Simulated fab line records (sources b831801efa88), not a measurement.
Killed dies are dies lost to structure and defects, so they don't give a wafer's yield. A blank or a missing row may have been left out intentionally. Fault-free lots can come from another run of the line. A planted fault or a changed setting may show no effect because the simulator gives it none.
fab line records -- flow sky130
[record] lots = 6, wafers = 18, last_day = 50
route steps=708 shown POLY_GATE@233 LDD_N@237
lots that met no fault: from a run of the same line without faults
start_h: the number of hours between the record's first day and the start of the first shown wafer of the lot -- wait_h: hours from the lot's prior step to this one -- " repeats the value in the row above -- L1.1+2: a row that stands for several wafers -- - no value present, or no start provided -- * or withheld: withheld -- < > ~ a bound
route shown NAME@n: names a module that has steps shown in the file, with the first one's number in the route -- usual: the fault-free wafers' mean and standard deviation -- same: alike in all rows -- chamber/n: place in a boat -- sites: the reading at each site -- _std_site: standard deviation of those values -- _edge_site: inner sites' mean taken away from outer sites' mean -- radius_mm: how far each site lies from the wafer's centre -- mask NAME#n: copy n -- behind: the tool/chamber that last shaped the wafer -- hold: cause of the lot's hold/its duration in hours/its outcome -- device: the n, p or np transistor that did not switch -- end of line: the tests these same wafers got at the end of their route -- a step with no rows: only its recipe -- killed: at the first sort, the dies lost to defects and structure; wafer yield is something else -- map: a wafer's dies, marking killed ones x, the rest . and places with no die _
set.NAME: the setting the step ran with; set.NAME@STEP: the setting that earlier step ran with -- model.NAME: the simulator's own value behind a step, which no gauge read
lots at selected steps of the route; one table per step, one row per wafer
services: when a tool's chamber went out of use (start_h, in hours from the record's first day, below 0 if earlier), for how many hours, and the reason
[[steps]]
[step SKY_POLY_GATE_CLEAN_19]
[recipe] chemistry = SC1/SC2, mix = 1:4:20, temp_c = 70, time_s = 150, dry = n2_spin
[step SKY_POLY_GATE_OXIDATION_20]
[recipe] temp_c = 850, ambient = O2, stabilise_s = 600, purge_s = 300, target_thk_a = 40, ox_time_s = 899
[step SKY_POLY_GATE_THK_MEAS_21]
[recipe] reads = SiO2_of_POLY_GATE_OXIDATION_20
[usual] POLY_GATE_OXIDATION_THK = 3.96/0.078
lot.wafer,tool,chamber,start_h,wait_h,POLY_GATE_OXIDATION_THK[nm]
L363.2,film_metro-04,-,445.20,0.0,3.90
L363.4,film_metro-04,-,445.20,0.0,3.83
L363.5,film_metro-04,-,445.20,0.0,3.90
L366.1,film_metro-04,-,464.29,0.0,4.04
L366.2,film_metro-04,-,464.29,0.0,3.96
L366.6,film_metro-04,-,464.29,0.0,3.98
L372.2,film_metro-01,-,505.68,0.0,3.97
L372.3,film_metro-01,-,505.68,0.0,4.05
L372.4,film_metro-01,-,505.68,0.0,3.98
L373.3,film_metro-02,-,510.45,0.0,4.09
L373.4,film_metro-02,-,510.45,0.0,3.85
L373.5,film_metro-02,-,510.45,0.0,4.03
L376.2,film_metro-01,-,533.52,0.0,3.73
L376.5,film_metro-01,-,533.52,0.0,3.74
L376.6,film_metro-01,-,533.52,0.0,3.75
L380.4,film_metro-01,-,570.59,0.0,3.95
L380.5,film_metro-01,-,570.59,0.0,3.92
L380.6,film_metro-01,-,570.59,0.0,4.01
[step SKY_POLY_GATE_CD_MEAS_22]
[usual] cd_nm = 149.7/2.1
lot.wafer,tool,chamber,start_h,wait_h,cd_nm
L363.2,cd_sem-02,-,445.28,0.1,146.2
L363.4,cd_sem-02,-,445.28,0.1,148.5
L363.5,cd_sem-02,-,445.28,0.1,148.7
L366.1,cd_sem-02,-,464.35,0.1,146.9
L366.2,cd_sem-02,-,464.35,0.1,146.8
L366.6,cd_sem-02,-,464.35,0.1,147.7
L372.2,cd_sem-02,-,505.75,0.1,149.4
L372.3,cd_sem-02,-,505.75,0.1,151.5
L372.4,cd_sem-02,-,505.75,0.1,152.5
L373.3,cd_sem-02,-,510.54,0.1,147.0
L373.4,cd_sem-02,-,510.54,0.1,147.0
L373.5,cd_sem-02,-,510.54,0.1,149.0
L376.2,cd_sem-02,-,533.60,0.1,150.5
L376.5,cd_sem-02,-,533.60,0.1,150.3
L376.6,cd_sem-02,-,533.60,0.1,149.5
L380.4,cd_sem-01,-,570.70,0.1,147.6
L380.5,cd_sem-01,-,570.70,0.1,149.1
L380.6,cd_sem-01,-,570.70,0.1,148.4
[step SKY_LDD_N_DEHYDRATE_00]
[recipe] temp_c = 200, time_s = 60
[step SKY_LDD_N_HMDS_01]
[recipe] prime_time_s = 60, prime_temp_c = 120
[step SKY_LDD_N_COAT_02]
[recipe] resist = NOVOLAK, spin_rpm = 3000, resist_thk_nm = 300
[step SKY_LDD_N_SOFTBAKE_03]
[recipe] temp_c = 90, time_s = 60, resist = NOVOLAK
[step SKY_LDD_N_EXPOSE_04]
[recipe] mask_id = NTM, target_cd_nm = 840, na = 0.6, source_shape = conventional, sigma_outer = 0.6, dose_mj = 110
[step SKY_LDD_N_PEB_05]
[recipe] temp_c = withheld, time_s = *, resist = NOVOLAK
[step SKY_LDD_N_DEVELOP_06]
[recipe] develop_time_s = 60, dev_temp_c = 23
[step SKY_LDD_N_OVL_MEAS_07]
[usual] LDD_N_OVL = -0.3/1.3
lot.wafer,tool,chamber,start_h,wait_h,LDD_N_OVL[nm]
L363.2,overlay-01,-,476.14,0.1,-0.1
L363.4,overlay-01,-,476.14,0.1,0.9
L363.5,overlay-01,-,476.14,0.1,-3.3
L366.1,overlay-01,-,494.73,0.1,1.8
L366.2,overlay-01,-,494.73,0.1,1.6
L366.6,overlay-01,-,494.73,0.1,1.2
L372.2,overlay-02,-,535.63,0.1,1.4
L372.3,overlay-02,-,535.63,0.1,0.2
L372.4,overlay-02,-,535.63,0.1,0.6
L373.3,overlay-02,-,541.12,0.1,2.6
L373.4,overlay-02,-,541.12,0.1,0.0
L373.5,overlay-02,-,541.12,0.1,0.4
L376.2,overlay-02,-,563.45,0.1,0.0
L376.5,overlay-02,-,563.45,0.1,-1.8
L376.6,overlay-02,-,563.45,0.1,-0.2
L380.4,overlay-02,-,599.41,0.1,1.3
L380.5,overlay-02,-,599.41,0.1,1.4
L380.6,overlay-02,-,599.41,0.1,0.0
[step SKY_LDD_N_IMPLANT_08]
[recipe] species = As, energy_kev = 20, dose_cm2 = 7.5e+13, tilt_deg = withheld, rotation_deg = 23
[usual] beam_energy_keV = 20.001/0.0065, beam_on_s = 10.00/0.22
lot.wafer,tool,chamber,start_h,wait_h,beam_energy_keV,beam_on_s,model.implant.rp_nm,model.implant.drp_nm
L363.2,implanter-03,0,476.19,0.0,19.998,9.71,15.66,7.212
L363.4,implanter-03,0,476.19,0.0,19.996,9.99,15.66,7.212
L363.5,implanter-03,0,476.19,0.0,19.991,9.94,15.66,7.212
L366.1,implanter-02,0,494.77,0.0,20.009,9.65,15.67,7.212
L366.2,implanter-02,0,494.77,0.0,20.006,10.15,15.67,7.212
L366.6,implanter-02,0,494.77,0.0,20.010,10.37,15.67,7.212
L372.2,implanter-02,0,535.69,0.0,17.995,9.68,15.13,6.706
L372.3,implanter-02,0,535.69,0.0,17.995,10.20,15.13,6.706
L372.4,implanter-02,0,535.69,0.0,18.006,9.97,15.13,6.706
L373.3,implanter-02,0,541.20,0.1,17.988,10.27,14.44,6.706
L373.4,implanter-02,0,541.20,0.1,17.996,10.23,14.44,6.706
L373.5,implanter-02,0,541.20,0.1,17.977,9.93,14.44,6.706
L376.2,implanter-03,0,563.51,0.0,20.002,10.00,15.85,7.212
L376.5,implanter-03,0,563.51,0.0,20.009,9.93,15.85,7.212
L376.6,implanter-03,0,563.51,0.0,19.999,9.89,15.85,7.212
L380.4,implanter-03,0,599.51,0.1,19.992,9.84,16.22,7.212
L380.5,implanter-03,0,599.51,0.1,20.004,10.29,16.22,7.212
L380.6,implanter-03,0,599.51,0.1,19.989,10.10,16.22,7.212
[step SKY_LDD_N_IMPLANT_09]
[recipe] species = As, energy_kev = 20, dose_cm2 = 7.5e+13, tilt_deg = withheld, rotation_deg = 113
[[services]]
tool,chamber,start_h,hours,kind
implanter-02,-,463.37,1.7,repair
implanter-02,-,473.87,3.5,repair
implanter-03,-,501.11,1.0,repair
[[key]]
[first_sign] step = SKY_LDD_N_IMPLANT_08, reading = beam_energy_keV, direction = down, sigmas = 99+, usual = *, struck = *
effect none on later readings
[model_effect] step = SKY_LDD_N_IMPLANT_08, value = implant.rp_nm, without = 15.96, struck = 14.78
met_at SKY_LDD_N_IMPLANT_08
struck_wafers L372.2,L372.3,L372.4,L373.3,L373.4,L373.5
tester_left_out L372,L373
onset_between 494.77 535.69
[fault] kind = process_parameter_drift, tool = implanter-02, chamber = -, onset_h = 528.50, steps = SKY_LDD_N_IMPLANT_08, channel = energy_kev, offset = *, shape = step, end_h = 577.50, acts_in = *, stated = *
// tester_left_out: of these lots the tester's yield and bins aren't shown, on N5 and GAA mostly nor the transistor test; their killed dies are dies lost to structure and defects alone, not to doping, threshold or leakage, so they don't give the yield
